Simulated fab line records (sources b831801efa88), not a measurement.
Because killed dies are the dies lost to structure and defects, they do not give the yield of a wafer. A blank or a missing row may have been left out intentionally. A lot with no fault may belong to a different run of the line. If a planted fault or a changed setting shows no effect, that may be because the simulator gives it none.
fab line records	flow gf180mcu
[record] lots = 13	wafers = 39	lastDay = 34
route steps=602 shown M2@376 M3@411
lots that met no fault: from a run of the same line without faults
startH: hours from the record's opening day to when the first of the lot's shown wafers began	waitH: hours elapsed since this lot's preceding step	" as in the row above	L1.1+2: a row that stands for several wafers	- value missing, or start not given	* or withheld: withheld	< > ~ a bound
route shown NAME@n: NAME is a module with steps in the file, n the number in the route of the first one	usual: the fault-free wafers' mean and standard deviation	same: alike in all rows	chamber/n: place in a boat	sites: per-site readings	_std_site: standard deviation of those values	_edge_site: outer sites' mean less inner sites'	radiusMm: how far each site lies from the wafer's centre	mask NAME#n: copy n	behind: the last tool/chamber to shape the wafer	hold: cause of the lot's hold/its duration in hours/its outcome	device: names the non-switching transistor (n, p or np)	end of line: the same wafers' tests at the end of the route	step lacking rows: just its recipe	killed: count of dies lost to structure and defects at first sort (not the wafer's yield)	map: dies across one wafer; x = killed, . = not, _ = none there
set.NAME: the setting as run; set.NAME@STEP: as run at that earlier step	model.NAME: the simulator's own value behind a step, which no gauge read
route steps across a sampled set of lots; one table per step, one row per wafer
services: when a tool's chamber went out of use (startH, in hours from the record's first day, below 0 if earlier), for how many hours, and the reason
[[steps]]
[step GF_M2_CD_MEAS_14]
[recipe] targetCdNm = 280
[usual] cdNm = 279.7/1.3
lot.wafer	tool	chamber	startH	waitH	cdNm
L717.3	cdSem-02	-	436.75	0.1	281.6
L717.4	"	-	"	"	281.1
L717.6	"	-	"	"	281.9
L719.2	cdSem-02	-	457.96	0.1	282.0
L719.3	"	-	"	"	281.6
L719.6	"	-	"	"	282.3
L720.2	cdSem-02	-	467.06	0.1	276.3
L720.3	"	-	"	"	279.6
L720.5	"	-	"	"	278.4
L721.3	cdSem-02	-	475.63	0.1	278.8
L721.5	"	-	"	"	278.6
L721.6	"	-	"	"	280.2
L722.2	cdSem-02	-	487.31	0.1	278.2
L722.3	"	-	"	"	278.6
L722.4	"	-	"	"	278.5
L723.2	cdSem-02	-	494.81	0.1	278.9
L723.4	"	-	"	"	279.6
L723.5	"	-	"	"	278.7
L724.2	cdSem-02	-	512.07	0.1	278.4
L724.4	"	-	"	"	279.4
L724.6	"	-	"	"	278.3
L725.1	cdSem-01	-	517.28	0.1	279.9
L725.5	"	-	"	"	280.1
L725.6	"	-	"	"	280.4
L735.2	cdSem-02	-	593.01	0.1	279.3
L735.3	"	-	"	"	279.2
L735.5	"	-	"	"	278.9
L736.3	cdSem-01	-	596.94	0.1	281.7
L736.4	"	-	"	"	280.3
L736.6	"	-	"	"	281.0
L738.2	cdSem-01	-	614.86	0.1	279.6
L738.4	"	-	"	"	279.5
L738.6	"	-	"	"	278.7
L739.2	cdSem-02	-	621.47	0.1	282.0
L739.3	"	-	"	"	281.1
L739.5	"	-	"	"	280.3
L740.1	cdSem-02	-	626.54	0.1	280.7
L740.3	"	-	"	"	279.4
L740.6	"	-	"	"	280.5
[step GF_M3_SPUTTER_02]
[recipe] material = AlCu	targetThkNm = 450	powerW = 10600	timeS = 23.9	chamberPressurePa = 0.4
[usual] throttleValvePct = 29.8/1.1
lot.wafer	tool	chamber	startH	waitH	throttleValvePct
L717.3	pvdSputter-04	-	464.21	0.0	30.4
L717.4	"	-	"	"	30.6
L717.6	"	-	"	"	28.9
L719.2	pvdSputter-04	-	485.02	0.0	29.2
L719.3	"	-	"	"	30.9
L719.6	"	-	"	"	30.5
L720.2	pvdSputter-04	-	494.09	0.0	30.9
L720.3	"	-	"	"	30.7
L720.5	"	-	"	"	30.4
L721.3	pvdSputter-02	-	502.62	0.0	31.0
L721.5	"	-	"	"	29.5
L721.6	"	-	"	"	27.7
L722.2	pvdSputter-04	-	513.31	0.0	30.6
L722.3	"	-	"	"	30.4
L722.4	"	-	"	"	30.8
L723.2	pvdSputter-04	-	521.69	0.0	30.6
L723.4	"	-	"	"	28.9
L723.5	"	-	"	"	30.8
L724.2	pvdSputter-04	-	538.61	0.0	29.0
L724.4	"	-	"	"	30.4
L724.6	"	-	"	"	30.7
L725.1	pvdSputter-01	-	542.88	0.0	29.3
L725.5	"	-	"	"	29.4
L725.6	"	-	"	"	31.3
L735.2	pvdSputter-01	-	617.45	0.0	30.9
L735.3	"	-	"	"	29.0
L735.5	"	-	"	"	29.1
L736.3	pvdSputter-02	-	621.05	0.0	27.9
L736.4	"	-	"	"	27.7
L736.6	"	-	"	"	27.7
L738.2	pvdSputter-01	-	637.81	0.0	29.1
L738.4	"	-	"	"	28.9
L738.6	"	-	"	"	31.4
L739.2	pvdSputter-02	-	644.67	0.0	27.6
L739.3	"	-	"	"	30.9
L739.5	"	-	"	"	31.2
L740.1	pvdSputter-04	-	649.94	0.0	30.6
L740.3	"	-	"	"	31.0
L740.6	"	-	"	"	29.1
[step GF_M3_THK_MEAS_06]
[recipe] thkMeasGauge = xrf	reads = AlCu_of_M3_SPUTTER_02
[usual] M3_ALCU_THK = 447/6
lot.wafer	tool	chamber	startH	waitH	M3_ALCU_THK[nm]
L717.3	filmMetro-03	-	464.46	0.1	448
L717.4	"	-	"	"	446
L717.6	"	-	"	"	446
L719.2	filmMetro-04	-	485.24	0.1	446
L719.3	"	-	"	"	453
L719.6	"	-	"	"	453
L720.2	filmMetro-04	-	494.31	0.1	450
L720.3	"	-	"	"	454
L720.5	"	-	"	"	450
L721.3	filmMetro-04	-	502.85	0.1	439
L721.5	"	-	"	"	453
L721.6	"	-	"	"	446
L722.2	filmMetro-03	-	513.53	0.1	450
L722.3	"	-	"	"	451
L722.4	"	-	"	"	458
L723.2	filmMetro-03	-	521.91	0.1	436
L723.4	"	-	"	"	437
L723.5	"	-	"	"	440
L724.2	filmMetro-04	-	538.83	0.1	448
L724.4	"	-	"	"	444
L724.6	"	-	"	"	442
L725.1	filmMetro-04	-	543.09	0.1	450
L725.5	"	-	"	"	449
L725.6	"	-	"	"	453
L735.2	filmMetro-03	-	617.67	0.1	450
L735.3	"	-	"	"	449
L735.5	"	-	"	"	450
L736.3	filmMetro-03	-	621.28	0.1	451
L736.4	"	-	"	"	450
L736.6	"	-	"	"	449
L738.2	filmMetro-03	-	638.03	0.1	453
L738.4	"	-	"	"	456
L738.6	"	-	"	"	455
L739.2	filmMetro-04	-	644.89	0.1	453
L739.3	"	-	"	"	438
L739.5	"	-	"	"	436
L740.1	filmMetro-04	-	650.15	0.1	445
L740.3	"	-	"	"	451
L740.6	"	-	"	"	444
[step GF_M3_EXPOSE_11]
[recipe] maskId = Metal3	targetCdNm = 280	na = 0.68	sourceShape = conventional	sigmaOuter = 0.6	doseMj = 28
[usual] exposureDoseMJCm2 = 27.96/0.031
lot.wafer	tool	chamber	startH	waitH	mask	exposureDoseMJCm2
L717.3	krfScanner-01	0	476.22	-	Metal3#0	27.95
L717.4	"	0	"	"	Metal3#0	27.95
L717.6	"	0	"	"	Metal3#0	27.99
L719.2	krfScanner-02	0	496.76	-	Metal3#0	27.99
L719.3	"	0	"	"	Metal3#0	27.93
L719.6	"	0	"	"	Metal3#0	27.93
L720.2	krfScanner-01	0	506.36	-	Metal3#0	27.96
L720.3	"	0	"	"	Metal3#0	27.95
L720.5	"	0	"	"	Metal3#0	27.97
L721.3	krfScanner-02	0	515.23	-	Metal3#0	27.98
L721.5	"	0	"	"	Metal3#0	28.00
L721.6	"	0	"	"	Metal3#0	28.00
L722.2	krfScanner-01	0	525.61	-	Metal3#0	27.88
L722.3	"	0	"	"	Metal3#0	27.88
L722.4	"	0	"	"	Metal3#0	27.88
L723.2	krfScanner-02	0	533.86	-	Metal3#0	27.99
L723.4	"	0	"	"	Metal3#0	28.01
L723.5	"	0	"	"	Metal3#0	28.00
L724.2	krfScanner-02	0	550.07	-	Metal3#0	27.94
L724.4	"	0	"	"	Metal3#0	27.91
L724.6	"	0	"	"	Metal3#0	27.94
L725.1	krfScanner-02	0	554.13	-	Metal3#0	27.92
L725.5	"	0	"	"	Metal3#0	27.95
L725.6	"	0	"	"	Metal3#0	27.97
L735.2	krfScanner-02	0	627.95	-	Metal3#0	27.92
L735.3	"	0	"	"	Metal3#0	27.93
L735.5	"	0	"	"	Metal3#0	27.92
L736.3	krfScanner-02	0	631.32	-	Metal3#0	27.99
L736.4	"	0	"	"	Metal3#0	27.99
L736.6	"	0	"	"	Metal3#0	27.94
L738.2	krfScanner-01	0	647.99	-	Metal3#0	27.96
L738.4	"	0	"	"	Metal3#0	27.93
L738.6	"	0	"	"	Metal3#0	27.95
L739.2	krfScanner-01	0	655.28	-	Metal3#0	27.98
L739.3	"	0	"	"	Metal3#0	27.94
L739.5	"	0	"	"	Metal3#0	27.97
L740.1	krfScanner-01	0	659.83	-	Metal3#0	27.94
L740.3	"	0	"	"	Metal3#0	27.96
L740.6	"	0	"	"	Metal3#0	27.93
[step GF_M3_OVL_MEAS_15]
[usual] M3_OVL = 0/5.2
lot.wafer	tool	chamber	startH	waitH	M3_OVL[nm]
L717.3	overlay-02	-	488.58	0.1	4
L717.4	"	-	"	"	-5
L717.6	"	-	"	"	-3
L719.2	overlay-01	-	508.81	0.1	4
L719.3	"	-	"	"	-1
L719.6	"	-	"	"	9
L720.2	overlay-02	-	518.33	0.1	-2
L720.3	"	-	"	"	2
L720.5	"	-	"	"	4
L721.3	overlay-01	-	526.83	0.1	3
L721.5	"	-	"	"	-4
L721.6	"	-	"	"	4
L722.2	overlay-01	-	537.36	0.1	2
L722.3	"	-	"	"	11
L722.4	"	-	"	"	-3
L723.2	overlay-02	-	545.11	0.1	-5
L723.4	"	-	"	"	-15
L723.5	"	-	"	"	-3
L724.2	overlay-01	-	561.36	0.1	-4
L724.4	"	-	"	"	-2
L724.6	"	-	"	"	-4
L725.1	overlay-02	-	565.28	0.1	-4
L725.5	"	-	"	"	-5
L725.6	"	-	"	"	4
L735.2	overlay-01	-	637.86	0.1	95
L735.3	"	-	"	"	89
L735.5	"	-	"	"	87
L736.3	overlay-01	-	640.67	0.1	79
L736.4	"	-	"	"	80
L736.6	"	-	"	"	87
L738.2	overlay-02	-	657.34	0.1	0
L738.4	"	-	"	"	6
L738.6	"	-	"	"	10
L739.2	overlay-01	-	664.59	0.1	-6
L739.3	"	-	"	"	-10
L739.5	"	-	"	"	-3
L740.1	overlay-01	-	669.65	0.1	0
L740.3	"	-	"	"	-3
L740.6	"	-	"	"	1
[[services]]
tool	chamber	startH	hours	kind
krfScanner-01	-	450.68	0.3	repair
krfScanner-02	-	486.89	2.0	repair
krfScanner-02	-	489.43	0.8	pm
krfScanner-01	-	497.91	1.3	pm
krfScanner-01	-	499.48	1.4	repair
krfScanner-02	-	520.11	1.3	pm
krfScanner-02	-	552.43	0.5	repair
pvdSputter-02	-	553.64	2.9	repair
pvdSputter-04	-	560.63	0.9	repair
krfScanner-01	-	561.72	1.0	pm
krfScanner-02	0	563.69	-	calibration
krfScanner-01	0	563.83	-	calibration
krfScanner-01	-	567.54	0.8	pm
krfScanner-02	-	575.80	1.0	pm
krfScanner-02	-	579.02	4.1	repair
pvdSputter-04	2	580.09	-	consumableReplace:kit
pvdSputter-04	2	580.09	18.0	scheduledDown
pvdSputter-04	2	580.09	18.0	ventCycle
pvdSputter-01	-	590.01	0.7	repair
krfScanner-02	-	629.10	0.8	pm
krfScanner-01	-	633.16	4.4	pm
krfScanner-02	-	636.07	1.3	repair
pvdSputter-01	-	643.36	3.2	repair
krfScanner-02	-	658.23	0.8	pm
[[key]]
[firstSign] step = GF_M3_OVL_MEAS_15	reading = M3_OVL	direction = up	sigmas = 17	usual = 0	struck = 86
effect none on later readings
metAt GF_M3_EXPOSE_11
struckLots L735,L736
notActingAt GF_M2_CD_MEAS_14,GF_M3_SPUTTER_02,GF_M3_THK_MEAS_06
onsetBetween 554.13 627.95
[fault] kind = scannerMatchingOverlay	tool = krfScanner-02	chamber = -	onsetH = 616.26	steps = GF_M3_EXPOSE_11	offset = 83.664
